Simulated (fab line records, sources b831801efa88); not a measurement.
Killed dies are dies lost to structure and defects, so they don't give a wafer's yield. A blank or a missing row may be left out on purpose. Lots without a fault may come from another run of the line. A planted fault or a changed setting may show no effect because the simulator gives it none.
Which tool did it? | flow sky130 | 14 lots, 42 wafers sampled, at 6 steps of a route of 708

WHAT THE GAUGES READ, wafer by wafer
SKY_VT_ADJUST_LVTN_OVL_MEAS_18. Usual: VT_ADJUST_LVTN_01_OVL 0.8 nm, standard deviation 1.3.
lot  | measured     | on         | VT_ADJUST_LVTN_01_OVL (nm) | flag
L891 | day 8 22:45  | overlay-01 | 3.8 2.5 2.6                |
L892 | day 9 09:45  | overlay-01 | 1.0 -1.5 2.6               |
L893 | day 9 23:02  | overlay-01 | 3.1 1.6 0.2                |
L895 | day 10 09:40 | overlay-01 | 1.3 2.5 2.2                |
L899 | day 11 05:35 | overlay-02 | 1.9 2.0 0.4                |
L903 | day 12 02:49 | overlay-01 | -0.3 0.3 0.6               |
L905 | day 12 16:28 | overlay-02 | 2.0 1.4 0.3                |
L906 | day 12 23:17 | overlay-01 | 1.2 0.8 1.9                |
L907 | day 13 02:49 | overlay-02 | 0.6 -0.5 2.9               |
L908 | day 13 12:49 | overlay-02 | 0.4 1.9 -0.7               |
L909 | day 13 14:53 | overlay-02 | 0.4 -0.5 4.2               |
L910 | day 14 00:03 | overlay-01 | -0.2 -0.4 0.1              |
L911 | day 14 01:44 | overlay-01 | 2.0 -0.4 2.6               |
L912 | day 14 11:25 | overlay-01 | 1.2 2.4 0.4                |

SKY_VT_ADJUST_NCORE_TW_MEAS_11. Usual: VT_ADJUST_NCORE_TW 216.3, standard deviation 1.5.
lot  | measured     | on            | VT_ADJUST_NCORE_TW | flag
L891 | day 9 23:30  | film_metro-02 | 29.5 29.5 29.4     | OFF
L892 | day 10 09:07 | film_metro-01 | 29.7 29.7 29.7     | OFF
L893 | day 10 22:11 | film_metro-01 | 217.1 216.2 216.3  |
L895 | day 11 08:39 | film_metro-03 | 215.8 215.8 216.2  |
L899 | day 12 04:53 | film_metro-02 | 215.1 214.9 216.5  |
L903 | day 13 03:36 | film_metro-02 | 215.2 214.2 215.6  |
L905 | day 13 17:09 | film_metro-01 | 219.7 219.6 219.3  |
L906 | day 14 00:12 | film_metro-02 | 214.1 214.5 213.9  |
L907 | day 14 03:46 | film_metro-02 | 214.5 213.8 214.1  |
L908 | day 14 14:39 | film_metro-01 | 218.1 218.2 218.1  |
L909 | day 14 16:31 | film_metro-02 | 213.7 214.0 215.5  |
L910 | day 15 02:04 | film_metro-03 | 217.0 215.4 216.2  |
L911 | day 15 03:45 | film_metro-01 | 218.9 219.7 217.9  |
L912 | day 15 14:09 | film_metro-01 | 218.1 218.9 217.7  |

WHICH TOOL RAN EACH LOT (tool, then ch and the chambers of the sampled wafers, then the start)
lot  | SKY_FIELD_ISO_CMP_27         | SKY_NWELL_STRIP_14                   | SKY_VT_ADJUST_LVTN_STRIP_20          | SKY_VT_ADJUST_NCORE_STRIP_10
L891 | cmp-02 ch 0,1,2, day 2 20:36 | plasma_asher-02 ch 0, day 5 07:20    | plasma_asher-03 ch 0,1, day 8 23:04  | plasma_asher-01 ch 1, day 9 23:23
L892 | cmp-02 ch 0,1, day 3 02:50   | plasma_asher-03 ch 0,1, day 5 14:55  | plasma_asher-02 ch 0,1, day 9 09:58  | plasma_asher-02 ch 0,1, day 10 09:02
L893 | cmp-01 ch 0,2, day 3 12:40   | plasma_asher-02 ch 0,1, day 6 04:17  | plasma_asher-03 ch 0,1, day 9 23:14  | plasma_asher-02 ch 0,1, day 10 22:05
L895 | cmp-02 ch 1,2, day 3 21:30   | plasma_asher-04 ch 0,1, day 6 13:09  | plasma_asher-03 ch 0,1, day 10 09:51 | plasma_asher-02 ch 0,1, day 11 08:33
L899 | cmp-01 ch 0,2, day 4 16:49   | plasma_asher-02 ch 0,1, day 7 09:53  | plasma_asher-03 ch 0,1, day 11 05:46 | plasma_asher-01 ch 0,1, day 12 04:47
L903 | cmp-02 ch 0,2,3, day 5 11:27 | plasma_asher-03 ch 0,1, day 8 06:41  | plasma_asher-03 ch 0,1, day 12 03:00 | plasma_asher-04 ch 0,1, day 13 03:30
L905 | cmp-01 ch 1,2, day 5 22:08   | plasma_asher-04 ch 0, day 8 19:24    | plasma_asher-01 ch 1, day 12 16:39   | plasma_asher-04 ch 0, day 13 17:02
L906 | cmp-01 ch 0,3, day 6 03:28   | plasma_asher-04 ch 0,1, day 9 01:17  | plasma_asher-03 ch 0, day 12 23:29   | plasma_asher-04 ch 0,1, day 14 00:06
L907 | cmp-02 ch 0,3, day 6 08:41   | plasma_asher-02 ch 0,1, day 9 07:21  | plasma_asher-01 ch 0,1, day 13 03:00 | plasma_asher-01 ch 0,1, day 14 03:39
L908 | cmp-02 ch 0,1,3, day 6 14:50 | plasma_asher-02 ch 0,1, day 9 15:53  | plasma_asher-02 ch 0,1, day 13 13:00 | plasma_asher-01 ch 0,1, day 14 14:33
L909 | cmp-01 ch 1,2,3, day 6 19:18 | plasma_asher-04 ch 0,1, day 9 19:04  | plasma_asher-03 ch 0,1, day 13 15:04 | plasma_asher-04 ch 0,1, day 14 16:24
L910 | cmp-02 ch 0,1,3, day 7 01:43 | plasma_asher-02 ch 0,1, day 10 01:52 | plasma_asher-03 ch 0,1, day 14 00:16 | plasma_asher-01 ch 0,1, day 15 01:59
L911 | cmp-02 ch 0,2,3, day 7 04:41 | plasma_asher-02 ch 0,1, day 10 04:01 | plasma_asher-01 ch 0,1, day 14 01:55 | plasma_asher-02 ch 0,1, day 15 03:39
L912 | cmp-02 ch 1,2, day 7 10:40   | plasma_asher-04 ch 0,1, day 10 11:50 | plasma_asher-02 ch 0,1, day 14 11:37 | plasma_asher-02 ch 0,1, day 15 14:02
- SKY_FIELD_ISO_CMP_27: polishes, stops on Si3N4, t overpolish 16 s, target thk 457.8 nm.
- SKY_NWELL_STRIP_14: strips in O2/N2.
- SKY_VT_ADJUST_LVTN_STRIP_20: strips in O2/N2.
- SKY_VT_ADJUST_NCORE_STRIP_10: strips in O2/N2.

WHAT THE TOOLS THEMSELVES READ (means of the sampled wafers that have a number; where no wafer has one, the mark that the record gives instead)
SKY_FIELD_ISO_CMP_27. Usual: motor_current_A 11.7 A, standard deviation 0.64; overpolish_run_s 16.000 s, standard deviation 0.0097; time_to_endpoint_s 110 s, standard deviation 3.2.
lot  | tool   | motor_current_A (A) | overpolish_run_s (s) | time_to_endpoint_s (s) | flag
L891 | cmp-02 | 12.2                | 15.996               | 108                    |
L892 | cmp-02 | 11.9                | 16.004               | 112                    |
L893 | cmp-01 | 10.7                | 15.997               | 110                    |
L895 | cmp-02 | 12.2                | 16.006               | 111                    |
L899 | cmp-01 | 11.5                | 15.998               | 111                    |
L903 | cmp-02 | 11.7                | 16.005               | 110                    |
L905 | cmp-01 | 11.2                | 16.000               | 114                    |
L906 | cmp-01 | 10.7                | 15.994               | 110                    |
L907 | cmp-02 | 12.0                | 15.998               | 108                    |
L908 | cmp-02 | 12.0                | 16.008               | 108                    |
L909 | cmp-01 | 11.8                | 16.006               | 109                    |
L910 | cmp-02 | 12.2                | 15.996               | 111                    |
L911 | cmp-02 | 12.1                | 16.004               | 109                    |
L912 | cmp-02 | 12.1                | 15.997               | 112                    |

SKY_NWELL_STRIP_14. Usual: chamber_pressure_mTorr 1500.1 mTorr, standard deviation 2.5; drypump_motor_current_A 5.63 A, standard deviation 0.28; oes_product_au 0.722 a.u., standard deviation 0.0042; strip_time_to_endpoint_s 36.94 s, standard deviation 0.11.
lot  | tool            | chamber_pressure_mTorr (mTorr) | drypump_motor_current_A (A) | oes_product_au (a.u.) | strip_time_to_endpoint_s (s) | flag
L891 | plasma_asher-02 | 1500.4                         | 5.70                        | 0.724                 | 36.93                        |
L892 | plasma_asher-03 | 1499.4                         | 5.29                        | 0.717                 | 36.88                        |
L893 | plasma_asher-02 | 1500.6                         | 5.86                        | 0.720                 | 37.15                        |
L895 | plasma_asher-04 | 1499.1                         | 5.89                        | 0.723                 | 36.95                        |
L899 | plasma_asher-02 | 1500.4                         | 5.78                        | 0.720                 | 36.99                        |
L903 | plasma_asher-03 | 1500.4                         | 5.27                        | 0.723                 | 36.97                        |
L905 | plasma_asher-04 | 1500.2                         | 5.90                        | 0.724                 | 36.93                        |
L906 | plasma_asher-04 | 1499.5                         | 5.90                        | 0.721                 | 36.81                        |
L907 | plasma_asher-02 | 1499.0                         | 5.84                        | 0.725                 | 36.88                        |
L908 | plasma_asher-02 | 1500.6                         | 5.84                        | 0.723                 | 37.21                        |
L909 | plasma_asher-04 | 1501.7                         | 5.87                        | 0.722                 | 37.06                        |
L910 | plasma_asher-02 | 1500.3                         | 5.79                        | 0.723                 | 36.84                        |
L911 | plasma_asher-02 | 1499.4                         | 5.85                        | 0.725                 | 36.83                        |
L912 | plasma_asher-04 | 1500.3                         | 5.87                        | 0.725                 | 36.94                        |

SKY_VT_ADJUST_LVTN_STRIP_20. Usual: chamber_pressure_mTorr 1500.0 mTorr, standard deviation 1.3; drypump_motor_current_A 5.32 A, standard deviation 0.2; oes_product_au 0.715 a.u., standard deviation 0.0047; strip_time_to_endpoint_s 14.19 s, standard deviation 0.042.
lot  | tool            | chamber_pressure_mTorr (mTorr) | drypump_motor_current_A (A) | oes_product_au (a.u.) | strip_time_to_endpoint_s (s) | flag
L891 | plasma_asher-03 | -                              | -                           | -                     | -                            | OFF
L892 | plasma_asher-02 | -                              | -                           | -                     | -                            | OFF
L893 | plasma_asher-03 | 1500.2                         | 5.29                        | 0.710                 | 14.16                        |
L895 | plasma_asher-03 | 1501.1                         | 5.27                        | 0.713                 | 14.18                        |
L899 | plasma_asher-03 | 1500.2                         | 5.29                        | 0.717                 | 14.21                        |
L903 | plasma_asher-03 | 1500.5                         | 5.27                        | 0.715                 | 14.23                        |
L905 | plasma_asher-01 | 1499.4                         | 5.28                        | 0.715                 | 14.12                        |
L906 | plasma_asher-03 | 1498.6                         | 5.31                        | 0.717                 | 14.25                        |
L907 | plasma_asher-01 | 1499.5                         | 5.23                        | 0.715                 | 14.17                        |
L908 | plasma_asher-02 | 1498.7                         | 5.85                        | 0.712                 | 14.22                        |
L909 | plasma_asher-03 | 1501.2                         | 5.28                        | 0.724                 | 14.23                        |
L910 | plasma_asher-03 | 1499.7                         | 5.29                        | 0.721                 | 14.21                        |
L911 | plasma_asher-01 | 1499.4                         | 5.18                        | 0.712                 | 14.10                        |
L912 | plasma_asher-02 | 1501.1                         | 5.84                        | 0.715                 | 14.20                        |

SKY_VT_ADJUST_NCORE_STRIP_10. Usual: chamber_pressure_mTorr 1500.1 mTorr, standard deviation 1.5; drypump_motor_current_A 5.6 A, standard deviation 0.32; oes_product_au 0.715 a.u., standard deviation 0.0044; strip_time_to_endpoint_s 14.20 s, standard deviation 0.055.
lot  | tool            | chamber_pressure_mTorr (mTorr) | drypump_motor_current_A (A) | oes_product_au (a.u.) | strip_time_to_endpoint_s (s) | flag
L891 | plasma_asher-01 | 1501.6                         | 5.3                         | 0.722                 | 31.36                        | OFF
L892 | plasma_asher-02 | 1499.9                         | 5.8                         | 0.718                 | 31.31                        | OFF
L893 | plasma_asher-02 | 1500.3                         | 5.8                         | 0.715                 | 14.16                        |
L895 | plasma_asher-02 | 1498.8                         | 5.8                         | 0.714                 | 14.21                        |
L899 | plasma_asher-01 | 1499.6                         | 5.2                         | 0.714                 | 14.23                        |
L903 | plasma_asher-04 | 1501.0                         | 5.9                         | 0.714                 | 14.23                        |
L905 | plasma_asher-04 | 1499.5                         | 5.9                         | 0.713                 | 14.22                        |
L906 | plasma_asher-04 | 1500.9                         | 5.9                         | 0.715                 | 14.27                        |
L907 | plasma_asher-01 | 1501.8                         | 5.2                         | 0.715                 | 14.15                        |
L908 | plasma_asher-01 | 1501.4                         | 5.2                         | 0.716                 | 14.28                        |
L909 | plasma_asher-04 | 1500.8                         | 5.9                         | 0.716                 | 14.19                        |
L910 | plasma_asher-01 | 1499.3                         | 5.2                         | 0.721                 | 14.25                        |
L911 | plasma_asher-02 | 1499.6                         | 5.8                         | 0.713                 | 14.21                        |
L912 | plasma_asher-02 | 1498.4                         | 5.9                         | 0.717                 | 14.16                        |

THE ANSWER, worked out from the rows above alone
Rule: a lot is off if the mean of its wafers that have a number lies more than 3 standard deviations from the usual mean. A lot without any number at a reading at which 4 lots or more have one is off too. The other lots that the step has rows for count as sound. The gauges are gone through in route order, then the tools' own readings, and for those a lot's mean is taken as printed above. The first step at which some lot is off is used, and at that step the reading that is off furthest; a lot without a number counts as furthest.
Off: L891, L892, at SKY_VT_ADJUST_NCORE_TW_MEAS_11 (VT_ADJUST_NCORE_TW).
A tool fits if, at a process step before that reading, it ran every lot that is off, and no sound lot after the first of them. The gauges at SKY_VT_ADJUST_NCORE_TW_MEAS_11 aren't tried: what is off there is off at SKY_VT_ADJUST_LVTN_STRIP_20 too, on other tools, and a gauge's error can't cause that. None of those tried fits.

WHAT THE SIMULATOR HAD PUT IN
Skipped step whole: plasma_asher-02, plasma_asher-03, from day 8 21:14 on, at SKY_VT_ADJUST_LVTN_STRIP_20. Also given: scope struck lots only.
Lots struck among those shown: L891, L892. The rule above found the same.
